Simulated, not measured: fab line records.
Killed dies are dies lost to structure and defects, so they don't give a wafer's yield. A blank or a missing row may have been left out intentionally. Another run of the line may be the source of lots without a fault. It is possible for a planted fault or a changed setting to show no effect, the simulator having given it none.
Which tool was responsible? + flow sky130 + 12 lots, 35 wafers sampled, at 3 steps of a route of 708

## WHAT THE GAUGES READ, wafer by wafer
SKY_SONOS_ONO_THK_MEAS_05.
| lot  | measured     | on            | SONOS_ONO_CVD_04_THK (nm) |
|------|--------------|---------------|---------------------------|
| L981 | day 11 17:38 | film-metro-02 | 5.78 5.78 5.87            |
| L983 | day 12 15:13 | film-metro-02 | 5.63 5.64 5.58            |
| L984 | day 12 21:08 | film-metro-02 | 5.67 5.54 5.52            |
| L985 | day 13 04:11 | film-metro-03 | 5.56 5.67 5.75            |
| L986 | day 13 11:19 | film-metro-02 | 5.70 5.75 5.76            |
| L988 | day 14 02:29 | film-metro-02 | 5.56 5.52 5.57            |
| L989 | day 14 09:57 | film-metro-02 | 5.65 5.60 5.72            |
| L990 | day 14 21:24 | film-metro-01 | 5.78 5.77 5.75            |
| L991 | day 15 02:49 | film-metro-02 | 5.65 5.68 5.65            |
| L101 | day 18 21:53 | film-metro-03 | 5.54 5.62                 |
| L102 | day 19 07:10 | film-metro-01 | 5.58 5.53 5.66            |
| L103 | day 19 10:01 | film-metro-03 | 5.76 5.83 5.65            |

SKY_VIA1_OVL_MEAS_13.
| lot  | measured     | on         | VIA1_OVL (nm) |
|------|--------------|------------|---------------|
| L981 | day 33 19:46 | overlay-02 | -7 -1 0       |
| L983 | day 34 22:01 | overlay-01 | 14 5 3        |
| L984 | day 35 03:43 | overlay-02 | -2 10 1       |
| L985 | day 35 10:10 | overlay-01 | -2 2 -4       |
| L986 | day 35 20:35 | overlay-01 | 11 3 2        |
| L988 | day 36 12:11 | overlay-01 | -2 -4 1       |
| L989 | day 36 15:53 | overlay-02 | 5 8 5         |
| L990 | day 37 03:24 | overlay-02 | 1 -2 -2       |
| L991 | day 37 10:10 | overlay-02 | -4 -7 -8      |
| L101 | day 40 12:53 | overlay-02 | 3 2           |
| L102 | day 40 21:55 | overlay-02 | 0 -6 -4       |
| L103 | day 41 01:22 | overlay-01 | -3 -9 2       |

SKY_VIA2_THK_MEAS_01.
| lot  | measured     | on            | VIA2_HDPCVD_THK (nm) |
|------|--------------|---------------|----------------------|
| L981 | day 35 01:22 | film-metro-03 | 1151 1159 1172       |
| L983 | day 36 03:32 | film-metro-01 | 1184 1176 1179       |
| L984 | day 36 08:28 | film-metro-02 | 1182 1176 1175       |
| L985 | day 36 14:58 | film-metro-03 | 1188 1189 1181       |
| L986 | day 37 01:20 | film-metro-01 | 1189 1186 1183       |
| L988 | day 37 16:25 | film-metro-02 | 1193 1181 1176       |
| L989 | day 37 20:34 | film-metro-03 | 1162 1173 1179       |
| L990 | day 38 07:58 | film-metro-02 | 1182 1176 1184       |
| L991 | day 38 14:16 | film-metro-03 | 1198 1177 1183       |
| L101 | day 41 14:55 | film-metro-01 | 1180 1175            |
| L102 | day 41 23:56 | film-metro-01 | 1191 1192 1183       |
| L103 | day 42 03:48 | film-metro-03 | 1164 1177 1173       |

## EACH LOT AND THE TOOL THAT RAN IT (in order: tool; ch and the chambers of the sampled wafers; start)
There is no process step in the record ahead of these readings.

## AS READ BY THE TOOLS THEMSELVES (means over the sampled wafers that have a number; for cases with no such wafer, the mark the record gives instead)
The record holds no such reading with a usual standard deviation.

## THE ANSWER, worked out from the rows above alone
Rule: usual is defined by the lots themselves. The widest of any qualifying gaps counts: lots, ordered by their means at a reading, are off when they make up no more than a third of the lots, leave a main group of 4 or more, and stand apart from it by 3 or more times the standard deviation of that group's means. A main group whose means are all the same, to the digits that the tables above print for the reading, isn't used. Also off: a lot with no number at a reading for which 4 or more lots have one. Any other lot the step has rows for is counted as sound. Order of review: gauges by route order, followed by the tools' own readings, for which a lot's mean as printed above is used. The first step at which some lot is off is used, and at that step the reading that is off furthest; a lot without a number counts as furthest.
No lot is off on any of the readings shown, so nothing can be concluded from this.

## WHAT THE SIMULATOR HAD INSERTED
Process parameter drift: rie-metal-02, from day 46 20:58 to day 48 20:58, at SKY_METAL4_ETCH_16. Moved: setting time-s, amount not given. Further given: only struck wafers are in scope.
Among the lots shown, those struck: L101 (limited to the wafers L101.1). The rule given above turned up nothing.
